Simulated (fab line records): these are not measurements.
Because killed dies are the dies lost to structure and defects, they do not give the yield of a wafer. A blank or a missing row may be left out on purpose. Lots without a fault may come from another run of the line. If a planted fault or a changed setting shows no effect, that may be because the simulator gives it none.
8D (eight disciplines) problem report, filled in by code | flow sky130 | the parts of the form that need people (team, actions taken, sign-off) are left out

## 1. THE ISSUE
Wafers without a fault read 1.2502e+13, standard deviation 1.3e+10; dose_ions_cm2 at SKY_LDD_LDN_IMPLANT_10 reads a mean of 8.3708e+12 on 9 wafers belonging to 3 lots. So: -99 or more standard deviations from the usual mean.
First seen on wafer L848.2, day 28 22:22, on implanter-01. The record holds 21 wafers of 7 lots with a number at this step. Rule for "out", or "out of limits": more than 4 standard deviations from the usual mean. All remaining wafers that have a number are taken as sound.

## 2. WHAT IT IS, AND WHAT IT ISN'T
question                    | is                                | is not
which readings at this step | dose_ions_cm2, faraday_current_uA | -
which lots                  | L848, L849, L850                  | L833, L841, L854, L855
which wafers of those lots  | all that have a number            | -
read on which tools         | implanter-01                      | implanter-03, implanter-04
when                        | from day 28 22:22                 | up to then (6 sound wafers); but 6 sound wafers of L854, L855 came after

## 3. WHAT RULES OUT EACH SUSPECT
Counting: a tool at a process step up to the reading stays a suspect if it ran every lot that is out and no sound lot after the first of them.
- implanter-01 at SKY_LDD_LDN_IMPLANT_10: kept. It processed each lot that is out, first L848 at day 28 22:22, and no sound lot thereafter; up to then, the last sound lot it processed was L841 at day 26 20:35. On those wafers its own readings are out: dose_ions_cm2, faraday_current_uA.
Left after counting: implanter-01 at SKY_LDD_LDN_IMPLANT_10.

## 4. THE CAUSE (what the simulator had put in)
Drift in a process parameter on implanter-01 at SKY_LDD_LDN_IMPLANT_10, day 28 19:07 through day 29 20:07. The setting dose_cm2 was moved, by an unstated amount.
The count eliminated every tool but this one.

## 5. SEQUENCE OF EFFECTS, ordered by route
One row per reading whose mean, taken over the struck wafers that have a number, lies over 3 standard deviations from the usual. Readings are gone through only where the record gives a usual standard deviation; hours: the median, over the lots, of the time from a lot's start at the first step in this table giving one to that lot's start at this step; sigmas: the change measured in usual standard deviations.
hours | step                   | reading            | usual      | on struck wafers | change      | sigmas
0     | SKY_LDD_LDN_IMPLANT_10 | dose_ions_cm2      | 1.2502e+13 | 8.3708e+12       | -4.1312e+12 | -99 or more
0     | SKY_LDD_LDN_IMPLANT_10 | faraday_current_uA | 70.6       | 47.4             | -23.2       | -17
It contains these process steps:
- SKY_LDD_LDN_IMPLANT_10

## 6. WHAT WOULD HAVE CAUGHT IT SOONER
In this record no reading fell out of limits until day 28 22:22, 3 hours after the fault had begun at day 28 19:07.
